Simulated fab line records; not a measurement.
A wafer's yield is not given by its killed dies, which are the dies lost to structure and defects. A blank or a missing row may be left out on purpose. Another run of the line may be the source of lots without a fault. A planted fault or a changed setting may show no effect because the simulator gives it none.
One fault through the eyes of 2 desks || flow gf180mcu || only its own numbers are on each desk; what lay behind them is given at the end

== DESK OF THE TOOL OWNER: rtp anneal-02 ==
The tool's own readings at GF_VT_IMPLANT_RTA_45 (time 30 s): means of the sampled wafers that have a number, for each lot that ran on this tool. The brackets show how far a lot's mean lies from the usual mean; more than 4 standard deviations puts the lot out of limits, marked OUT.
Columns: A = lamp power pct at GF_VT_IMPLANT_RTA_45, usual 35.1 %; B = run length s at GF_VT_IMPLANT_RTA_45, usual 58.54 s; C = wafer_temp_C_max at GF_VT_IMPLANT_RTA_45, usual 1054.4
{"lot": "L498", "first seen here": "day 8 15:02", "A": 36.2, "B": 58.62, "C": 1055.6}
{"lot": "L501", "first seen here": "day 9 13:41", "A": 36.2, "B": 58.52, "C": 1055.6}
{"lot": "L502", "first seen here": "day 9 16:28", "A": 36.2, "B": 58.62, "C": 1054.9}
{"lot": "L504", "first seen here": "day 10 02:04", "A": 36.2, "B": 58.66, "C": 1055.0}
{"lot": "L506", "first seen here": "day 10 18:49", "A": 36.2, "B": 58.54, "C": 1055.2}
{"lot": "L507", "first seen here": "day 10 21:56", "A": 36.2, "B": 58.68, "C": 1054.9}
{"lot": "L508", "first seen here": "day 11 00:32", "A": 36.2, "B": 58.49, "C": 1055.7}
{"lot": "L512", "first seen here": "day 12 01:58", "A": 36.2, "B": "56.57 (-12) OUT", "C": 1055.4}
{"lot": "L515", "first seen here": "day 12 21:51", "A": 36.2, "B": "56.69 (-12) OUT", "C": 1055.2}
This desk's verdict: out of limits on L512, L515, starting with L512 at day 12 01:58 (run length s at GF_VT_IMPLANT_RTA_45). In limits: L498, L501, L502, L504, L506, L507, L508.

== FROM THE METROLOGY DESK ==
What the gauges read, lot by lot, whatever tool the lot ran on: means of the sampled wafers that have a number. The brackets show how far a lot's mean lies from the usual mean; more than 4 standard deviations puts the lot out of limits, marked OUT.
Columns: A = VT_IMPLANT_01_OVL at GF_VT_IMPLANT_OVL_MEAS_18, usual -0.3 nm; B = MVPSD_RS at GF_VT_IMPLANT_RS_MEAS_49, usual 1168 ohm/sq
{"lot": "L497", "first seen here": "day 6 18:50", "A": -0.9, "B": 1167}
{"lot": "L498", "first seen here": "day 7 06:29", "A": -0.4, "B": 1167}
{"lot": "L501", "first seen here": "day 8 02:29", "A": 0.4, "B": 1175}
{"lot": "L502", "first seen here": "day 8 04:20", "A": -1.4, "B": 1167}
{"lot": "L503", "first seen here": "day 8 04:59", "A": 0.4, "B": 1168}
{"lot": "L504", "first seen here": "day 8 13:26", "A": 1.2, "B": 1165}
{"lot": "L506", "first seen here": "day 9 06:47", "A": 0.5, "B": 1166}
{"lot": "L507", "first seen here": "day 9 09:11", "A": 0.0, "B": 1167}
{"lot": "L508", "first seen here": "day 9 13:47", "A": -0.7, "B": 1170}
{"lot": "L509", "first seen here": "day 9 17:14", "A": -1.0, "B": 1170}
{"lot": "L511", "first seen here": "day 10 08:47", "A": -1.4, "B": 1172}
{"lot": "L512", "first seen here": "day 10 12:32", "A": -0.3, "B": 1166}
{"lot": "L515", "first seen here": "day 11 07:26", "A": -1.1, "B": 1167}
{"lot": "L519", "first seen here": "day 12 09:53", "A": 0.7, "B": 1168}
This desk's verdict: no lot among the 14 shows anything out of limits.

== PUT TOGETHER ==
The tool owner's desk could have raised an alarm at day 12 01:58, on L512, L515.
At the metrology desk, nothing out of limits was observed.
The metrology desk holds a record of L512, L515, inside its limits.
All the named lots went through GF_VT_IMPLANT_RTA_45 on rtp anneal-02.

== WHAT THE SIMULATOR PUT IN ==
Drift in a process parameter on rtp anneal-02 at GF_VT_IMPLANT_RTA_45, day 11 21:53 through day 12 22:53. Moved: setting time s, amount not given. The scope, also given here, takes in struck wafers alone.
Struck lots among those shown: L512, L515.
Time in hours from fault onset to the first out-of-limits reading at each desk: the tool owner's desk, 4.
